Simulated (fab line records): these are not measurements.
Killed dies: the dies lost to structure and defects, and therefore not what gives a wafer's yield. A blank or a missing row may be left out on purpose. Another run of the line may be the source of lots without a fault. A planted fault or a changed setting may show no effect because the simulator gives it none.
8D (eight disciplines) problem report, filled in by code :: flow sky130 :: the parts of the form that need people (team, actions taken, sign-off) are left out

## 1. WHAT WENT WRONG
spin_speed_rpm at SKY_FIELD_ISO_COAT_08 reads a mean of 3057.2 rpm on 6 wafers of 2 lots; wafers without a fault read 2999.9 rpm with a standard deviation of 1.7. Measured from the usual mean, that is +34 standard deviations.
The step: resist thk 450 nm.
The first sign was on wafer L129.2 at day 4 11:00, on litho_track-04. Wafers with a number at this step in the record: 18, from 6 lots. Rule for "out", or "out of limits": more than 4 standard deviations from the usual mean. Any other wafer with a number is counted as sound.

## 2. WHAT IT IS, WHAT IT ISN'T
question: which readings at this step
is: spin_speed_rpm
is not: -

question: which lots
is: L129, L131
is not: L119, L133, L136, L140

question: which wafers of those lots
is: all that have a number
is not: -

question: read on which tools
is: litho_track-04
is not: litho_track-02

question: when
is: from day 4 11:00
is not: up to then (3 sound wafers); but 9 sound wafers of L133, L136, L140 came after

## 3. THE SUSPECTS, EACH WITH WHAT RULES IT OUT
Counting: a tool at any process step up to the reading remains a suspect when it ran all the lots that are out and ran no sound lot after the first of those.
- litho_track-04 at SKY_FIELD_ISO_COAT_08 (resist thk 450 nm): kept. It processed each lot that is out, first L129 at day 4 11:00, and no sound lot thereafter; up to then, the last sound lot it processed was L119 at day 2 07:00. Its own readings are out on those wafers: spin_speed_rpm.
Remaining after the count: litho_track-04 at SKY_FIELD_ISO_COAT_08.

## 4. THE CAUSE (what the simulator had put in)
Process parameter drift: litho_track-04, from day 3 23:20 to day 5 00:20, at SKY_FIELD_ISO_COAT_08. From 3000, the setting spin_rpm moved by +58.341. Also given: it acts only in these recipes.
After counting, this tool was the only one left.

## 5. SEQUENCE OF EFFECTS, ordered by route
Each row: a reading where the mean over the struck wafers with a number is more than 3 standard deviations away from the usual. Only readings whose record carries a usual standard deviation are examined. hours: median over the lots of the time between each lot's start at the first step of this table that gives one and its start at this step. sigmas: the change, counted in usual standard deviations.
hours: 0
step: SKY_FIELD_ISO_COAT_08
reading: spin_speed_rpm
usual: 2999.9 rpm
on struck wafers: 3057.2
change: +57.3
sigmas: +34
Process steps it contains:
- SKY_FIELD_ISO_COAT_08: resist thk 450 nm.
Later measuring or inspecting steps at which every struck wafer that the step has a row for has a number for every such reading, and none has moved that far: SKY_FIELD_ISO_CD_MEAS_13.

## 6. WHAT WOULD HAVE CAUGHT IT SOONER
12 hours passed between the start of the fault at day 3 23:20 and the first reading out of limits in this record, taken at day 4 11:00.
